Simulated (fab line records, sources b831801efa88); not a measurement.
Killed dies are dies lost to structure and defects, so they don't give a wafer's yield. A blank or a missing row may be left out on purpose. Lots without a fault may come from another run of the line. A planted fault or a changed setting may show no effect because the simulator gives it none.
Split-lot experiment | flow sfq_line | 5 lots, 23 wafers read, on a route of 325 steps

THE SPLIT
At SFQ_TRILAYER_L0_LITHO_COAT_005 (resist thk 600 nm), the setting spin_rpm was moved away from the recipe's 3000 rpm on 7 of the 23 wafers read, by -5.7% to +3.2%. The other wafers ran this setting at the recipe's value.

The reading is taken at the split's own step.

THE READING
KrF_of_TRILAYER_L0_LITHO_COAT_005.thk_nm (the simulator's own value, which no gauge read), in nm, at SFQ_TRILAYER_L0_LITHO_COAT_005 (resist thk 600 nm). The file gives no usual value for it. The 16 wafers here that ran the recipe average 600.3 nm, standard deviation 1.8 nm.

wafer  | tool, chamber at the split | spin_rpm as run, rpm | against the recipe | KrF_of_TRILAYER_L0_LITHO_COAT_005.thk_nm, nm | against lot-mates on the recipe
L074.1 | litho_track-04, 0          | 3095                 | +3.2%              | 590.6                                        | -8.2
L074.2 | litho_track-04, 0          | 3095                 | +3.2%              | 591.3                                        | -7.5
L074.4 | litho_track-04, 0          | 3000                 | recipe             | 598.3                                        | -
L074.5 | litho_track-04, 0          | 3000                 | recipe             | 599.9                                        | -
L074.6 | litho_track-04, 0          | 3000                 | recipe             | 598.2                                        | -
L075.1 | litho_track-03, 0          | 3000                 | recipe             | 599.6                                        | -
L075.2 | litho_track-03, 0          | 3000                 | recipe             | 597.1                                        | -
L075.3 | litho_track-03, 0          | 3000                 | recipe             | 598.6                                        | -
L075.4 | litho_track-03, 0          | 3000                 | recipe             | 600.5                                        | -
L075.6 | litho_track-03, 0          | 3000                 | recipe             | 599.1                                        | -
L080.1 | litho_track-04, 0          | 3000                 | recipe             | 601                                          | -
L080.2 | litho_track-04, 0          | 3068                 | +2.3%              | 593.7                                        | -7.2
L080.4 | litho_track-04, 0          | 3068                 | +2.3%              | 593.3                                        | -7.6
L080.5 | litho_track-04, 0          | 3000                 | recipe             | 600.8                                        | -
L080.6 | litho_track-04, 0          | 3000                 | recipe             | 600.9                                        | -
L083.3 | litho_track-04, 0          | 3000                 | recipe             | 602.8                                        | -
L083.4 | litho_track-04, 0          | 3000                 | recipe             | 602.3                                        | -
L083.6 | litho_track-04, 0          | 3000                 | recipe             | 603.5                                        | -
L085.2 | litho_track-04, 0          | 3000                 | recipe             | 602.5                                        | -
L085.3 | litho_track-04, 0          | 2828                 | -5.7%              | 618                                          | +16.8
L085.4 | litho_track-04, 0          | 3000                 | recipe             | 599.9                                        | -
L085.5 | litho_track-04, 0          | 2828                 | -5.7%              | 619.2                                        | +18.0
L085.6 | litho_track-04, 0          | 2828                 | -5.7%              | 618.2                                        | +17.0

THE FIT
A straight line over all 23 wafers: KrF_of_TRILAYER_L0_LITHO_COAT_005.thk_nm changes by -3.12 nm for each +1% of spin_rpm; r = -0.98; the points scatter about the line by 1.6 nm.
The same after taking each lot's own level away (the mean of its wafers on the recipe; 23 wafers): -2.94 nm for each +1%; r = -0.99; scatter 0.95 nm.
On that fit, the largest move of spin_rpm shifts the reading by 17 nm.
The lots' own levels span 598.80 to 602.87 nm, that is 2.3 times the standard deviation above.
So the lot-to-lot level changes the slope little: the two slopes agree.
Check: with one of the wafers moved furthest among these (-5.7%) left out of the fit, the line predicts +17.1 nm for it against its lot-mates. It came out at +16.8 nm against them.

THE FILE'S OWN FIT
KrF_of_TRILAYER_L0_LITHO_COAT_005.thk_nm changes by -2.93 nm for each +1% of spin_rpm, r = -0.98.
